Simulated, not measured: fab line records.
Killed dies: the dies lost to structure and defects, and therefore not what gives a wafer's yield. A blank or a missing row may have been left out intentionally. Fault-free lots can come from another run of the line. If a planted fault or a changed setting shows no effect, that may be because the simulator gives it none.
Matching of chambers | flow sky130 | cmp-01 running SKY_VIA2_CMP_02: 4 sister chambers
The step polishes SiO2. 4 wafers are shown with their chamber, then 12 later ones without.

## WAFERS PAIRED WITH THEIR CHAMBERS
wafer  | chamber | motor-current-A (A)
L085.1 | 0       | 11.4
L093.3 | 1       | 15.1
L093.5 | 2       | 9.9
L093.6 | 3       | 11.3

## WAFERS WHOSE CHAMBER IS MISSING
wafer  | motor-current-A (A)
L094.1 | 12.0
L094.2 | 11.2
L094.5 | 10.7
L095.1 | 11.1
L095.3 | 10.7
L095.4 | 15.1
L097.2 | 15.1
L097.3 | 11.6
L097.5 | 10.5
L096.2 | 11.1
L096.4 | 15.0
L096.5 | 10.2

## THE CHAMBER EACH PASSED THROUGH
wafer  | from the rows above          | in truth
L094.1 | can't be placed: 0 or 3      | 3
L094.2 | can't be placed: 3 or 0      | 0
L094.5 | can't be placed: 3 or 0 or 2 | 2
L095.1 | can't be placed: 3 or 0      | 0
L095.3 | can't be placed: 3 or 0 or 2 | 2
L095.4 | 1                            | 1
L097.2 | 1                            | 1
L097.3 | can't be placed: 0 or 3      | 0
L097.5 | can't be placed: 2 or 3 or 0 | 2
L096.2 | can't be placed: 3 or 0      | 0
L096.4 | 1                            | 1
L096.5 | 2                            | 2
Correctly placed: 4 of 12. Can't be placed from these rows: 8 (the true chamber is among the candidates in 8). 0 placed wrongly.
How it was worked out, from the rows above alone: a wafer's distance from a chamber is the root of the sum, over the readings, of the square of ((its reading less the chamber's mean) divided by the reading's scatter). The wafer belongs to the nearest chamber; if the next one is less than 2 further off, it can't be placed. The mean given for a chamber averages the wafers shown for that chamber. The scatter (one wafer shown for each chamber): square how far every hidden wafer sits from the nearest shown wafer, average those squares and take the square root.
